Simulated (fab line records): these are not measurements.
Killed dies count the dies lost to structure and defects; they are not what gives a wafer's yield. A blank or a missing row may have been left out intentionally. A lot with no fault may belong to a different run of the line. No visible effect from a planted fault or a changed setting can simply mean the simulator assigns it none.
Problem report, 8D (eight disciplines) form, completed by code / flow gf180mcu / the parts of the form that need people (team, actions taken, sign-off) are left out

== 1. THE PROBLEM ==
At GF_V3_PEB_12, heaterPowerTotalW averages 86.68 W over 6 wafers from 2 lots, while fault-free wafers read 85.69 W, standard deviation 0.081. Measured from the usual mean, that is +12 standard deviations.
The step: peb time 90 s.
First observed at day 26 12:00: wafer L711.1, on lithoTrack-02. Wafers with a number at this step in the record: 42, from 14 lots. The rule behind "out" and "out of limits": a value lying over 4 standard deviations away from the usual mean. All remaining wafers that have a number are taken as sound.

== 2. WHAT IT IS, WHAT IT ISN'T ==
question=which readings at this step | is=heaterPowerTotalW | is not=-
question=which lots | is=L711, L714 | is not=L703, L704, L705, L706, L709, L710, L716, L717, L719, L721, L723, L724
question=which wafers of those lots | is=all that have a number | is not=-
question=read on which tools | is=lithoTrack-02 | is not=lithoTrack-01, lithoTrack-03
question=when | is=from day 26 12:00 | is not=up to then (18 sound wafers); but 18 sound wafers of L716, L717, L719, L721, L723, L724 came after

== 3. SUSPECTS, AND WHAT RULES EACH OUT ==
Counting: any tool at a process step up to the reading is kept as a suspect provided that every lot that is out went through it and no sound lot did after the first of them.
- lithoTrack-02 at GF_V3_PEB_12 (peb time 90 s): kept. All lots that are out passed through it, beginning with L711 at day 26 12:00, and no sound lot followed; its final sound lot before that point was L709 at day 25 06:30. Out on those wafers are its own readings of heaterPowerTotalW.
Remaining after the count: lithoTrack-02 at GF_V3_PEB_12.

== 4. THE CAUSE (what the simulator had put in) ==
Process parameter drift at GF_V3_PEB_12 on lithoTrack-02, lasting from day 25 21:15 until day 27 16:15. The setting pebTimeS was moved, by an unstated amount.
After counting, this tool was the only one left.

== 5. THE EFFECT CHAIN, in route order ==
Each row: a reading where the mean over the struck wafers with a number is more than 3 standard deviations away from the usual. Only readings whose record carries a usual standard deviation are examined. hours: median over the lots of the time between each lot's start at the first step of this table that gives one and its start at this step. sigmas: the change, counted in usual standard deviations.
hours=0; step=GF_V3_PEB_12; reading=heaterPowerTotalW; usual=85.69 W; on struck wafers=86.68; change=+0.99; sigmas=+12
Process steps it contains:
- GF_V3_PEB_12: peb time 90 s.
At these later measuring or inspecting steps, every struck wafer for which the step has a row has a number for every such reading, and none has moved that far: GF_V3_CD_MEAS_14.

== 6. HOW IT WOULD HAVE BEEN CAUGHT EARLIER ==
15 hours passed between the start of the fault at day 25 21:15 and the first reading out of limits in this record, taken at day 26 12:00.
